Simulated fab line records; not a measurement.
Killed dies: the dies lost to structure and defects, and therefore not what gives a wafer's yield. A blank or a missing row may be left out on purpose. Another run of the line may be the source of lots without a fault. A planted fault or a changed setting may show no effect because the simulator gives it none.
Matching of chambers / flow gf180mcu / 3 sister chambers for GF_V3_CVD_00 on hdpcvd-02
The step deposits SiO2, target thk 600 nm, time 100 s. 16 wafers are shown with their chamber, then 8 later ones without.

== EACH WAFER AND ITS CHAMBER ==
wafer=L682.3; chamber=0; pressure_mtorr (mTorr)=5.999
wafer=L682.4; chamber=0; pressure_mtorr (mTorr)=5.988
wafer=L682.6; chamber=1; pressure_mtorr (mTorr)=5.989
wafer=L683.1; chamber=2; pressure_mtorr (mTorr)=6.004
wafer=L683.2; chamber=0; pressure_mtorr (mTorr)=5.993
wafer=L683.4; chamber=1; pressure_mtorr (mTorr)=5.982
wafer=L684.1; chamber=2; pressure_mtorr (mTorr)=5.995
wafer=L684.3; chamber=1; pressure_mtorr (mTorr)=5.999
wafer=L684.4; chamber=0; pressure_mtorr (mTorr)=6.015
wafer=L685.1; chamber=0; pressure_mtorr (mTorr)=5.997
wafer=L685.2; chamber=1; pressure_mtorr (mTorr)=6.008
wafer=L685.6; chamber=2; pressure_mtorr (mTorr)=5.979
wafer=L692.3; chamber=2; pressure_mtorr (mTorr)=6.009
wafer=L692.4; chamber=1; pressure_mtorr (mTorr)=5.988
wafer=L692.6; chamber=0; pressure_mtorr (mTorr)=5.993
wafer=L693.4; chamber=0; pressure_mtorr (mTorr)=6.005

SIGNATURES (averages over the wafers above)
reading=pressure_mtorr; chamber 0=5.99857; chamber 1=5.99320; chamber 2=5.99675; scatter within a chamber=0.0105
Rule: distance of a wafer from a chamber = root of the sum over the readings of ((wafer's reading minus chamber's mean) / reading's scatter) squared. If the next closest chamber is less than 2 further off than the closest, the wafer can't be placed; otherwise it belongs to the closest. How the scatter is found: for the shown wafers, subtract from each reading the mean of its chamber, square and add these, divide the total by (wafers less chambers), then take the root.

== WAFERS MISSING THEIR CHAMBER ==
wafer=L693.5; pressure_mtorr (mTorr)=5.996
wafer=L693.6; pressure_mtorr (mTorr)=5.989
wafer=L696.1; pressure_mtorr (mTorr)=5.994
wafer=L696.4; pressure_mtorr (mTorr)=6.013
wafer=L696.6; pressure_mtorr (mTorr)=6.040
wafer=L705.2; pressure_mtorr (mTorr)=5.989
wafer=L705.3; pressure_mtorr (mTorr)=6.001
wafer=L705.5; pressure_mtorr (mTorr)=6.012

== WHICH CHAMBER EACH ONE RAN IN ==
wafer=L693.5; from the rows above=can't be placed: 2 or 0 or 1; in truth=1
wafer=L693.6; from the rows above=can't be placed: 1 or 2 or 0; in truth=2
wafer=L696.1; from the rows above=can't be placed: 1 or 2 or 0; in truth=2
wafer=L696.4; from the rows above=can't be placed: 0 or 2 or 1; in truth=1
wafer=L696.6; from the rows above=can't be placed: 0 or 2 or 1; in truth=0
wafer=L705.2; from the rows above=can't be placed: 1 or 2 or 0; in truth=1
wafer=L705.3; from the rows above=can't be placed: 0 or 2 or 1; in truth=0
wafer=L705.5; from the rows above=can't be placed: 0 or 2 or 1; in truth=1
Correctly placed: 0 of 8. Can't be placed from these rows: 8 (the true chamber is among the candidates in 8). Placed wrongly: 0.
